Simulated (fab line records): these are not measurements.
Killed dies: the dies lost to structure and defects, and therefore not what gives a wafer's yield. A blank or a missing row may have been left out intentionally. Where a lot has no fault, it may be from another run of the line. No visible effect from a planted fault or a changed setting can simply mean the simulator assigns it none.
Which of the tools did it? | flow gf180mcu | 18 wafers from 6 lots sampled at 3 of the route's 602 steps

WHAT THE GAUGES SHOWED, per wafer
GF_V5_THK_MEAS_01.
lot  | measured     | on            | V5_CVD_00_THK (nm)
L731 | day 27 07:16 | film-metro-02 | 299.8 295.4 296.7
L733 | day 27 14:30 | film-metro-03 | 300.5 299.6 297.9
L739 | day 29 07:24 | film-metro-02 | 302.2 302.7 295.7
L744 | day 30 21:28 | film-metro-03 | 301.6 301.1 298.5
L750 | day 32 11:53 | film-metro-03 | 299.2 293.6 357.7
L752 | day 32 16:23 | film-metro-03 | 299.5 300.7 302.3

EACH LOT AND THE TOOL THAT RAN IT (in order: tool; ch and the chambers of the sampled wafers; start)
lot  | GF_MIM_SPUTTER_01            | GF_V5_CVD_00
L731 | pvd-sputter-02, day 25 12:16 | hdpcvd-01 ch 1,2, day 27 07:13
L733 | pvd-sputter-01, day 25 20:32 | hdpcvd-02 ch 0,1,2, day 27 14:27
L739 | pvd-sputter-02, day 27 14:38 | hdpcvd-01 ch 0,1,2, day 29 07:21
L744 | pvd-sputter-04, day 29 07:38 | hdpcvd-02 ch 1,2, day 30 21:25
L750 | pvd-sputter-01, day 30 23:46 | hdpcvd-02 ch 0,1,2, day 32 11:50
L752 | pvd-sputter-04, day 31 05:14 | hdpcvd-01 ch 0,1,2, day 32 16:20
- GF_MIM_SPUTTER_01: material TiN, target thk 30 nm, time 25 s.
- GF_V5_CVD_00: deposits SiO2, target thk 300 nm, time 50 s.

THE ANSWER, worked out from the rows above alone
Rule: usual is defined by the lots themselves. The widest of any qualifying gaps counts: lots, ordered by their means at a reading, are off when they make up no more than a third of the lots, leave a main group of 4 or more, and stand apart from it by 3 or more times the standard deviation of that group's means. The tables above print the reading to a certain number of digits; a main group whose means all agree to those digits is not used. Also off: a lot with no number at a reading for which 4 or more lots have one. All remaining lots with rows at the step are treated as sound.
Off: L750, at GF_V5_THK_MEAS_01 (V5_CVD_00_THK). The main group has a mean of 299.6 nm with a standard deviation of 1.3.
If a tool, at a process step before that reading, ran all the lots that are off and no sound lot after the first of them, it fits. Those tools and the gauges at GF_V5_THK_MEAS_01 are tried in the same way. Undecided on this evidence; 2 tools fit (pvd-sputter-01 at GF_MIM_SPUTTER_01, hdpcvd-02 at GF_V5_CVD_00).

WHAT WAS PUT IN BY THE SIMULATOR
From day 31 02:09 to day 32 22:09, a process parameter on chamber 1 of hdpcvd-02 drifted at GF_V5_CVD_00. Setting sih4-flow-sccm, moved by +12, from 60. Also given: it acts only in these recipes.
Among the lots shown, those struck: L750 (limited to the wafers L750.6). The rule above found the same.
